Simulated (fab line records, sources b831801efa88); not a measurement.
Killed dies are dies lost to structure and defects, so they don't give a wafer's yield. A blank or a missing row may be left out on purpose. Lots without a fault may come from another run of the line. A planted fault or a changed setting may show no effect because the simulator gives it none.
Which tool did it? | flow sky130 | 15 lots, 45 wafers sampled, at 3 steps of a route of 708

WHAT THE GAUGES READ, wafer by wafer
SKY_NWELL_OVL_MEAS_23.
lot  | measured     | on         | NWELL_01_OVL (nm)
L236 | day 5 10:39  | overlay-01 | 1.1 -0.2 -2.3
L238 | day 5 19:47  | overlay-01 | -0.1 -0.8 -2.7
L239 | day 6 03:30  | overlay-02 | 0.2 -0.6 -1.2
L240 | day 6 09:17  | overlay-01 | 0.8 1.5 0.2
L242 | day 6 18:57  | overlay-02 | -3.2 -2.1 -1.3
L246 | day 7 19:18  | overlay-01 | -1.8 -1.4 0.6
L250 | day 9 00:09  | overlay-02 | -0.3 -0.7 0.5
L252 | day 9 10:34  | overlay-02 | 1.2 -2.4 -1.7
L253 | day 9 14:48  | overlay-02 | 0.5 -0.2 0.8
L254 | day 9 22:43  | overlay-02 | 0.2 1.2 -0.5
L256 | day 10 11:12 | overlay-01 | 1.1 -0.9 -0.3
L257 | day 10 15:42 | overlay-02 | -2.0 -1.3 -1.2

WHICH TOOL RAN EACH LOT (tool, then ch and the chambers of the sampled wafers, then the start)
lot  | SKY_FIELD_ISO_ETCH_17           | SKY_FIELD_ISO_WET_ETCH_18
L236 | rie_si-02 ch 1,2, day 2 05:54   | wet_bench-02 ch 1, day 2 05:58
L238 | rie_si-01 ch 0,1,2, day 2 15:19 | wet_bench-04 ch 3, day 2 15:23
L239 | rie_si-01 ch 1,2, day 2 21:34   | wet_bench-01 ch 3, day 2 21:38
L240 | rie_si-02 ch 1,2, day 3 02:10   | wet_bench-02 ch 1, day 3 02:14
L242 | rie_si-02 ch 1,2,3, day 3 12:01 | wet_bench-02 ch 3, day 3 12:05
L246 | rie_si-01 ch 1,2, day 4 09:03   | wet_bench-01 ch 2, day 4 09:07
L247 | rie_si-02 ch 1,3, day 4 13:40   | wet_bench-02 ch 2, day 4 13:44
L248 | rie_si-02 ch 1,3, day 4 19:46   | wet_bench-01 ch 1, day 4 19:50
L249 | rie_si-02 ch 0,1,3, day 5 00:07 | wet_bench-02 ch 2, day 5 00:12
L250 | rie_si-01 ch 0,1,2, day 5 06:55 | wet_bench-01 ch 0, day 5 06:59
L252 | rie_si-02 ch 2,3, day 5 16:47   | wet_bench-01 ch 3, day 5 16:51
L253 | rie_si-02 ch 0,1,2, day 5 20:27 | wet_bench-01 ch 2, day 5 20:31
L254 | rie_si-02 ch 2,3, day 6 03:35   | wet_bench-01 ch 0, day 6 03:39
L256 | rie_si-01 ch 2,3, day 6 15:49   | wet_bench-04 ch 2, day 6 15:53
L257 | rie_si-01 ch 0,2,3, day 6 19:58 | wet_bench-02 ch 0, day 6 20:02
- SKY_FIELD_ISO_ETCH_17: etches Si in HBr/Cl2/O2, target depth 342 nm, time 97.7 s.
- SKY_FIELD_ISO_WET_ETCH_18: etches Si3N4 in H3PO4, target depth 25 nm, time 286 s.

WHAT THE TOOLS THEMSELVES READ (means of the sampled wafers that have a number; where no wafer has one, the mark that the record gives instead)
SKY_FIELD_ISO_ETCH_17.
lot  | tool      | HBr_flow_sccm (sccm) | O2_flow_sccm (sccm) | drypump_motor_current_A (A) | mfc_cl2_sccm (sccm) | oes_product_au (a.u.) | rf_fwd_power_W (W) | throttle_valve_pct (%)
L236 | rie_si-02 | 149.4                | 6.007               | 6.1                         | 39.89               | 0.999                 | 595.9              | 25.654
L238 | rie_si-01 | 150.2                | 6.018               | 5.4                         | 40.00               | 1.007                 | 597.9              | 25.642
L239 | rie_si-01 | 149.5                | 5.984               | 5.4                         | 40.14               | 1.006                 | 594.6              | 25.646
L240 | rie_si-02 | 149.5                | 5.997               | 5.7                         | 39.97               | 1.000                 | 595.9              | 25.655
L242 | rie_si-02 | 149.9                | 5.991               | 6.0                         | 40.09               | 0.992                 | 597.1              | 25.656
L246 | rie_si-01 | 149.9                | 6.000               | 5.3                         | 40.04               | 1.007                 | 594.8              | 25.643
L247 | rie_si-02 | 149.4                | 5.997               | 5.9                         | 39.95               | 0.991                 | 598.3              | 25.664
L248 | rie_si-02 | 150.1                | 6.002               | 5.7                         | 40.11               | 0.983                 | 594.3              | 25.661
L249 | rie_si-02 | 150.3                | 5.985               | 5.8                         | 40.05               | 1.003                 | 596.5              | 25.646
L250 | rie_si-01 | 149.7                | 6.014               | 5.4                         | 40.02               | 1.007                 | 595.2              | 25.659
L252 | rie_si-02 | 150.1                | 6.013               | 6.4                         | 39.94               | 0.999                 | 594.2              | 25.660
L253 | rie_si-02 | 149.9                | 6.013               | 5.8                         | 40.02               | 1.006                 | 596.5              | 25.655
L254 | rie_si-02 | 150.0                | 5.982               | 6.4                         | 39.98               | 0.997                 | 596.1              | 25.658
L256 | rie_si-01 | 150.5                | 5.997               | 5.4                         | 39.98               | 1.008                 | 596.1              | 25.654
L257 | rie_si-01 | 150.1                | 6.003               | 5.5                         | 39.95               | 1.006                 | 597.5              | 25.649

SKY_FIELD_ISO_WET_ETCH_18.
lot  | tool         | bath_guard_temp_C (C) | bath_heat_duty_pct (%)
L236 | wet_bench-02 | 160.5                 | 32.0
L238 | wet_bench-04 | 159.5                 | 25.9
L239 | wet_bench-01 | 160.5                 | 27.9
L240 | wet_bench-02 | 160.3                 | 30.8
L242 | wet_bench-02 | 159.9                 | 27.2
L246 | wet_bench-01 | 160.0                 | 25.0
L247 | wet_bench-02 | -                     | -
L248 | wet_bench-01 | -                     | -
L249 | wet_bench-02 | -                     | -
L250 | wet_bench-01 | 159.9                 | 27.4
L252 | wet_bench-01 | 160.6                 | 28.6
L253 | wet_bench-01 | 160.1                 | 25.8
L254 | wet_bench-01 | 159.8                 | 27.5
L256 | wet_bench-04 | 160.1                 | 23.5
L257 | wet_bench-02 | 159.7                 | 25.9

THE ANSWER, worked out from the rows above alone
Rule: what is usual is taken from the lots themselves. Put in order of their means at a reading, lots are off if they are a third of the lots or fewer, leave a main group of 4 or more, and stand apart from it by a gap of 3 or more times the standard deviation of the main group's means; of several such gaps the widest counts. A main group whose means are all the same, to the digits that the tables above print for the reading, isn't used. A lot without any number at a reading at which 4 lots or more have one is off too. The other lots that the step has rows for count as sound. The gauges are gone through in route order, then the tools' own readings, and for those a lot's mean is taken as printed above. The first step at which some lot is off is used, and at that step the reading that is off furthest; a lot without a number counts as furthest.
Off: L247, L248, L249, at SKY_FIELD_ISO_WET_ETCH_18 (bath_guard_temp_C). Without a number there: L247, L248, L249. The main group: mean 160.1 C, standard deviation 0.33.
A tool fits if, at that step or a process step before it, it ran every lot that is off, and no sound lot after the first of them. None of those tried fits.

WHAT THE SIMULATOR HAD PUT IN
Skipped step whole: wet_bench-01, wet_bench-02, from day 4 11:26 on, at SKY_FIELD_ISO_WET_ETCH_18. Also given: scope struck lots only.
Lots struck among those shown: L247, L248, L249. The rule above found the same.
